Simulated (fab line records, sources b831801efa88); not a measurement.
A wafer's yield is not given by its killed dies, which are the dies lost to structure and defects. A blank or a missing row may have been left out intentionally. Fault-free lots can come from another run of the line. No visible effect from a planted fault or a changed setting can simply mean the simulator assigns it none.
fab line records	flow gf180mcu
record: lots: 10	wafers: 30	last-day: 34
route steps=602 shown M1@320 M2@364
lots with no fault: from the same line, run without faults
start-h: hours from the record's first day to the start of the lot's first wafer shown	wait-h: hours elapsed since this lot's preceding step	" the same as in the row above	L1.1+2: a row that stands for several wafers	- no value, or no start given	* or withheld: withheld	< > ~ a bound
route shown NAME@n: names a module that has steps shown in the file, with the first one's number in the route	usual: mean/standard deviation taken from wafers without a fault	same: alike in all rows	chamber/n: place in a boat	sites: the reading at each site	_std_site: the values' standard deviation	_edge_site: inner sites' mean taken away from outer sites' mean	radius-mm: how far each site lies from the wafer's centre	mask NAME#n: copy n	behind: the last tool/chamber to shape the wafer	hold: why the lot was held/for how many hours/how that ended	device: the n, p or np transistor that did not switch	end of line: tests run on the same wafers once the route is complete	a step with no rows: only its recipe	killed: count of dies lost to structure and defects at first sort (not the wafer's yield)	map: the dies of a wafer, with x for killed, . for not killed, _ for no die there
set.NAME: setting as actually run; set.NAME@STEP: the setting as run at that earlier step	model.NAME: the simulator's own value behind a step, which no gauge read
the route's steps for a sample of lots (tables are steps, rows are wafers)
services: a tool's chamber out of use, with start hour (start-h, from the record's first day; less than 0 if before it), hours out, and reason
== steps ==
step: GF_M1_RS_MEAS_05
recipe: thk-meas-gauge: four-point-probe	reads: TiN_of_M1_SPUTTER_04+Ti_of_M1_SPUTTER_03+AlCu_of_M1_SPUTTER_02+TiN_of_M1_SPUTTER_01+Ti_of_M1_SPUTTER_00
usual: M1_ALCU_RS: 0.0697/0.00079
lot.wafer	tool	chamber	start-h	wait-h	M1_ALCU_RS[ohm/sq]
L544.1	film-metro-02	-	416.70	0.0	0.0685
L544.2	"	-	"	"	0.0686
L544.6	"	-	"	"	0.0682
L546.2	film-metro-01	-	437.07	0.0	0.0698
L546.4	"	-	"	"	0.0701
L546.6	"	-	"	"	0.0707
L547.3	film-metro-02	-	444.04	0.1	0.0697
L547.5	"	-	"	"	0.0697
L547.6	"	-	"	"	0.0698
L548.1	film-metro-01	-	451.52	0.0	0.0692
L548.2	"	-	"	"	0.0697
L548.6	"	-	"	"	0.0701
L549.3	film-metro-01	-	466.71	0.1	0.0698
L549.5	"	-	"	"	0.0694
L549.6	"	-	"	"	0.0705
L551.1	film-metro-02	-	490.89	0.0	0.0709
L551.4	"	-	"	"	0.0708
L551.6	"	-	"	"	0.0715
L552.2	film-metro-02	-	491.74	0.0	0.0700
L552.4	"	-	"	"	0.0694
L552.5	"	-	"	"	0.0690
L556.2	film-metro-01	-	519.55	0.0	0.0711
L556.4	"	-	"	"	0.0713
L556.6	"	-	"	"	0.0708
L558.1	film-metro-02	-	538.12	0.0	0.0703
L558.5	"	-	"	"	0.0695
L558.6	"	-	"	"	0.0697
L561.2	film-metro-03	-	564.00	0.0	0.0716
L561.3	"	-	"	"	0.0712
L561.4	"	-	"	"	0.0708
step: GF_M1_OVL_MEAS_15
usual: M1_OVL: 3/5.7
lot.wafer	tool	chamber	start-h	wait-h	M1_OVL[nm]
L544.1	overlay-02	-	441.23	0.1	4
L544.2	"	-	"	"	1
L544.6	"	-	"	"	-4
L546.2	overlay-01	-	461.31	0.1	2
L546.4	"	-	"	"	6
L546.6	"	-	"	"	1
L547.3	overlay-02	-	468.86	0.1	12
L547.5	"	-	"	"	5
L547.6	"	-	"	"	9
L548.1	overlay-02	-	476.03	0.1	1
L548.2	"	-	"	"	2
L548.6	"	-	"	"	-4
L549.3	overlay-02	-	490.86	0.1	-4
L549.5	"	-	"	"	3
L549.6	"	-	"	"	-1
L551.1	overlay-02	-	513.49	0.1	-3
L551.4	"	-	"	"	-5
L551.6	"	-	"	"	-2
L552.2	overlay-02	-	515.05	0.1	2
L552.4	"	-	"	"	4
L552.5	"	-	"	"	15
L556.2	overlay-01	-	542.51	0.1	16
L556.4	"	-	"	"	6
L556.6	"	-	"	"	12
L558.1	overlay-02	-	560.28	0.1	6
L558.5	"	-	"	"	4
L558.6	"	-	"	"	-5
L561.2	overlay-02	-	585.66	0.1	-3
L561.3	"	-	"	"	12
L561.4	"	-	"	"	-3
step: GF_M2_SPUTTER_02
recipe: material: AlCu	target-thk-nm: 450	power-w: 10600	time-s: 23.9	chamber-pressure-pa: 0.4
usual: throttle-valve-pct: 30.9/0.83
lot.wafer	tool	chamber	start-h	wait-h	throttle-valve-pct
L544.1	pvd-sputter-02	-	468.32	0.0	30.2
L544.2	"	-	"	"	31.3
L544.6	"	-	"	"	31.8
L546.2	pvd-sputter-01	-	488.54	0.0	30.1
L546.4	"	-	"	"	30.9
L546.6	"	-	"	"	30.7
L547.3	pvd-sputter-01	-	495.57	0.0	30.8
L547.5	"	-	"	"	30.2
L547.6	"	-	"	"	30.6
L548.1	pvd-sputter-02	-	502.82	0.0	30.4
L548.2	"	-	"	"	31.9
L548.6	"	-	"	"	31.9
L549.3	pvd-sputter-02	-	517.32	0.0	31.2
L549.5	"	-	"	"	31.8
L549.6	"	-	"	"	31.3
L551.1	pvd-sputter-04	-	540.22	0.0	31.4
L551.4	"	-	"	"	30.3
L551.6	"	-	"	"	31.3
L552.2	pvd-sputter-01	-	540.97	0.0	30.2
L552.4	"	-	"	"	30.3
L552.5	"	-	"	"	31.4
L556.2	pvd-sputter-02	-	567.97	0.0	31.6
L556.4	"	-	"	"	30.5
L556.6	"	-	"	"	31.4
L558.1	pvd-sputter-02	-	584.07	0.0	31.3
L558.5	"	-	"	"	31.7
L558.6	"	-	"	"	31.8
L561.2	pvd-sputter-01	-	609.67	0.0	30.5
L561.3	"	-	"	"	30.5
L561.4	"	-	"	"	30.4
step: GF_M2_RS_MEAS_05
recipe: thk-meas-gauge: four-point-probe	reads: TiN_of_M2_SPUTTER_04+Ti_of_M2_SPUTTER_03+AlCu_of_M2_SPUTTER_02+TiN_of_M2_SPUTTER_01+Ti_of_M2_SPUTTER_00
usual: M2_ALCU_RS: 0.0695/0.00077
lot.wafer	tool	chamber	start-h	wait-h	M2_ALCU_RS[ohm/sq]
L544.1	film-metro-04	-	468.41	0.0	0.0700
L544.2	"	-	"	"	0.0695
L544.6	"	-	"	"	0.0698
L546.2	film-metro-01	-	488.65	0.0	0.0689
L546.4	"	-	"	"	0.0697
L546.6	"	-	"	"	0.0693
L547.3	film-metro-04	-	495.70	0.1	0.0701
L547.5	"	-	"	"	0.0694
L547.6	"	-	"	"	0.0698
L548.1	film-metro-01	-	502.91	0.0	0.0700
L548.2	"	-	"	"	0.0695
L548.6	"	-	"	"	0.0697
L549.3	film-metro-01	-	517.45	0.1	0.0700
L549.5	"	-	"	"	0.0692
L549.6	"	-	"	"	0.0693
L551.1	film-metro-01	-	540.31	0.0	0.0695
L551.4	"	-	"	"	0.0683
L551.6	"	-	"	"	0.0692
L552.2	film-metro-01	-	541.08	0.0	0.0689
L552.4	"	-	"	"	0.0694
L552.5	"	-	"	"	0.0697
L556.2	film-metro-01	-	568.08	0.0	0.0765
L556.4	"	-	"	"	0.0689
L556.6	"	-	"	"	0.0677
L558.1	film-metro-04	-	584.16	0.0	0.0703
L558.5	"	-	"	"	0.0698
L558.6	"	-	"	"	0.0779
L561.2	film-metro-01	-	609.78	0.0	0.0682
L561.3	"	-	"	"	0.0680
L561.4	"	-	"	"	0.0677
step: GF_M2_THK_MEAS_06
recipe: thk-meas-gauge: xrf	reads: AlCu_of_M2_SPUTTER_02
usual: M2_ALCU_THK: 445/5.4
lot.wafer	tool	chamber	start-h	wait-h	M2_ALCU_THK[nm]
L544.1	film-metro-04	-	468.53	0.1	443
L544.2	"	-	"	"	447
L544.6	"	-	"	"	440
L546.2	film-metro-01	-	488.76	0.1	447
L546.4	"	-	"	"	445
L546.6	"	-	"	"	447
L547.3	film-metro-04	-	495.80	0.1	439
L547.5	"	-	"	"	445
L547.6	"	-	"	"	444
L548.1	film-metro-01	-	503.03	0.1	444
L548.2	"	-	"	"	444
L548.6	"	-	"	"	440
L549.3	film-metro-01	-	517.55	0.1	441
L549.5	"	-	"	"	449
L549.6	"	-	"	"	447
L551.1	film-metro-01	-	540.43	0.1	445
L551.4	"	-	"	"	452
L551.6	"	-	"	"	444
L552.2	film-metro-01	-	541.19	0.1	445
L552.4	"	-	"	"	444
L552.5	"	-	"	"	441
L556.2	film-metro-01	-	568.19	0.1	406
L556.4	"	-	"	"	450
L556.6	"	-	"	"	455
L558.1	film-metro-04	-	584.28	0.1	437
L558.5	"	-	"	"	444
L558.6	"	-	"	"	395
L561.2	film-metro-01	-	609.89	0.1	453
L561.3	"	-	"	"	455
L561.4	"	-	"	"	459
step: GF_M2_METAL_ETCH_16
recipe: chemistry: Cl2/BCl3	mask-material: KrF	target-depth-nm: 627.5	stop-on: SiO2	pressure-mtorr: 8	icp-w: 800	bias-w: 140	Cl2_flow_sccm: 80	bcl3-flow-sccm: 40	time-s: 104.6
usual: chamber-pressure-mTorr: 8.000/0.0074	drypump-motor-current-A: 5.8/0.39	oes-product-au: 0.973/0.0068	throttle-valve-pct: 28.248/0.0092
lot.wafer	tool	chamber	start-h	wait-h	chamber-pressure-mTorr	drypump-motor-current-A	oes-product-au	rf-hours-counter-h	throttle-valve-pct
L544.1	rie-metal-03	1	492.40	0.0	8.010	5.7	0.970	7.7	28.264
L544.2	"	0	"	"	7.998	5.7	0.968	8.7	28.261
L544.6	"	1	"	"	8.007	5.7	0.973	-	28.247
L546.2	rie-metal-01	1	512.62	0.0	7.985	5.0	0.970	10.0	28.257
L546.4	"	0	"	"	8.002	6.2	0.983	-	28.238
L546.6	"	0	"	"	7.994	6.2	0.983	-	28.234
L547.3	rie-metal-03	1	519.29	0.1	8.005	5.7	0.961	-	28.243
L547.5	"	0	"	"	8.001	5.7	0.984	-	28.243
L547.6	"	1	"	"	8.008	5.7	0.967	-	28.244
L548.1	rie-metal-03	1	525.96	0.0	7.992	5.7	0.970	8.3	28.253
L548.2	"	0	"	"	8.006	5.7	0.971	9.4	28.252
L548.6	"	1	"	"	8.005	5.7	0.975	-	28.252
L549.3	rie-metal-01	0	540.31	0.1	7.993	6.2	0.976	-	28.262
L549.5	"	1	"	"	8.007	5.1	0.970	-	28.248
L549.6	"	0	"	"	7.994	6.3	0.979	-	28.249
L551.1	rie-metal-02	0	562.59	0.0	7.982	5.7	0.968	4.4	28.234
L551.4	"	0	"	"	8.011	5.8	0.975	-	28.242
L551.6	"	0	"	"	7.994	5.7	0.968	-	28.264
L552.2	rie-metal-02	0	563.72	0.1	7.988	5.7	0.982	-	28.236
L552.4	"	0	"	"	8.011	5.7	0.972	-	28.239
L552.5	"	0	"	"	8.018	5.7	0.959	-	28.257
L556.2	rie-metal-01	0	589.95	0.0	7.990	6.2	0.930	8.5	28.286
L556.4	"	0	"	"	8.015	6.3	0.974	-	28.245
L556.6	"	1	"	"	7.993	5.0	0.986	-	28.233
L558.1	rie-metal-03	1	604.65	0.0	8.001	5.8	0.963	10.3	28.262
L558.5	"	0	"	"	7.988	5.7	0.973	-	28.245
L558.6	"	1	"	"	8.006	5.7	0.929	-	28.300
L561.2	rie-metal-03	1	630.50	0.1	8.004	5.7	0.975	-	28.247
L561.3	"	1	"	"	7.997	5.7	0.977	-	28.258
L561.4	"	1	"	"	8.000	5.7	0.984	-	28.237
step: GF_M2_STRIP_17
recipe: chemistry: O2/N2	power-w: 1400	pressure-mtorr: 1500	platen-temp-c: 250	o2-flow-sccm: 3000	n2-flow-sccm: 300	overash-fraction: 0.5
usual: chamber-pressure-mTorr: 1500.0/1.4	drypump-motor-current-A: 5.5/0.42	heater-power-w: 332/18	oes-product-au: 0.558/0.0051	strip-time-to-endpoint-s: 7.87/0.04
same: overash-fraction: 0.5
lot.wafer	tool	chamber	start-h	wait-h	chamber-pressure-mTorr	drypump-motor-current-A	heater-power-w	oes-product-au	rf-hours-counter-h	strip-time-to-endpoint-s
L544.1	plasma-asher-03	0	492.52	0.1	1497.3	6.1	331	0.558	67	7.84
L544.2	"	1	"	"	1497.9	5.5	348	0.558	67	7.80
L544.6	"	1	"	"	1498.7	5.5	336	0.554	-	7.86
L546.2	plasma-asher-04	1	512.76	0.1	1500.0	4.8	300	0.563	84	7.88
L546.4	"	0	"	"	1498.5	5.5	320	0.554	-	7.84
L546.6	"	1	"	"	1501.9	4.8	310	0.555	-	7.87
L547.3	plasma-asher-03	0	519.40	0.1	1499.0	6.1	326	0.563	-	7.91
L547.5	"	0	"	"	1499.8	6.1	329	0.566	-	7.89
L547.6	"	1	"	"	1498.8	5.5	343	0.559	-	7.89
L548.1	plasma-asher-01	0	526.08	0.1	1499.4	5.2	340	0.557	11	7.92
L548.2	"	1	"	"	1498.6	5.1	367	0.567	11	7.90
L548.6	"	1	"	"	1498.5	5.1	373	0.556	-	7.89
L549.3	plasma-asher-01	0	540.42	0.1	1499.9	5.2	342	0.555	-	7.87
L549.5	"	1	"	"	1502.6	5.1	375	0.558	-	7.91
L549.6	"	0	"	"	1499.4	5.2	333	0.547	-	7.85
L551.1	plasma-asher-04	1	562.81	0.2	1499.3	4.8	303	0.559	90	7.88
L551.4	"	1	"	"	1498.1	4.8	305	0.550	-	7.86
L551.6	"	0	"	"	1499.9	5.5	329	0.552	-	7.87
L552.2	plasma-asher-01	0	563.91	0.1	1502.2	5.2	331	0.570	15	7.94
L552.4	"	0	"	"	1497.7	5.2	332	0.557	-	7.91
L552.5	"	1	"	"	1499.4	5.1	367	0.572	-	7.95
L556.2	plasma-asher-01	0	590.07	0.1	1499.4	5.2	336	0.554	17	7.83
L556.4	"	1	"	"	1500.9	5.1	368	0.549	-	7.87
L556.6	"	1	"	"	1497.8	5.1	370	0.560	-	7.89
L558.1	plasma-asher-03	1	604.77	0.1	1501.9	5.4	338	0.551	79	7.85
L558.5	"	0	"	"	1497.9	6.1	323	0.565	-	7.88
L558.6	"	1	"	"	1497.9	5.5	343	0.551	-	7.82
L561.2	plasma-asher-04	1	630.69	0.1	1501.6	4.8	312	0.554	97	7.84
L561.3	"	0	"	"	1501.4	5.5	323	0.563	-	7.86
L561.4	"	1	"	"	1499.1	4.8	312	0.550	-	7.81
== services ==
tool	chamber	start-h	hours	kind
rie-metal-02	0	450.10	4.6	repair
plasma-asher-03	-	455.68	0.6	repair
rie-metal-01	1	457.00	2.1	repair
pvd-sputter-01	-	461.41	0.5	repair
pvd-sputter-02	-	507.08	2.2	repair
rie-metal-02	1	542.98	-	clean
rie-metal-02	1	542.98	21.0	scheduled-down
rie-metal-02	1	542.98	21.0	vent-cycle
pvd-sputter-04	-	546.64	8.8	repair
rie-metal-02	0	552.33	6.0	repair
pvd-sputter-02	2	554.21	-	consumable-replace:kit
pvd-sputter-02	2	554.21	18.0	scheduled-down
pvd-sputter-02	2	554.21	18.0	vent-cycle
plasma-asher-03	-	564.34	1.8	repair
pvd-sputter-04	0	581.38	-	consumable-replace:kit
plasma-asher-03	-	595.57	2.8	pm
rie-metal-02	-	599.28	0.2	repair
rie-metal-01	0	604.34	2.3	repair
rie-metal-01	1	606.68	-	clean
rie-metal-01	1	606.68	19.3	scheduled-down
rie-metal-01	1	606.68	19.3	vent-cycle
rie-metal-03	0	618.49	-	clean
rie-metal-03	0	618.49	22.8	scheduled-down
rie-metal-03	0	618.49	22.8	vent-cycle
== key ==
first-sign: step: GF_M2_RS_MEAS_05	reading: M2_ALCU_RS	direction: up	sigmas: 10	usual: 0.0695	struck: 0.0772
effect: step: GF_M2_THK_MEAS_06	reading: M2_ALCU_THK	direction: down	sigmas: 8.3	usual: 445	struck: 400
effect: step: GF_M2_METAL_ETCH_16	reading: oes-product-au	direction: down	sigmas: 6.4	usual: 0.973	struck: 0.929
met-at GF_M2_SPUTTER_02
struck-lots L556,L558
struck-wafers L556.2,L558.6
not-acting-at GF_M1_RS_MEAS_05,GF_M1_OVL_MEAS_15,GF_M2_STRIP_17
onset-between 517.32 567.97
fault: kind: process-parameter-drift	tool: pvd-sputter-02	chamber: -	onset-h: 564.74	steps: GF_M2_SPUTTER_02	channel: target-thk-nm	offset: -44.37	shape: step	end-h: 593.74	acts-in: these-recipes-only	stated: 450	scope: struck-wafers-only
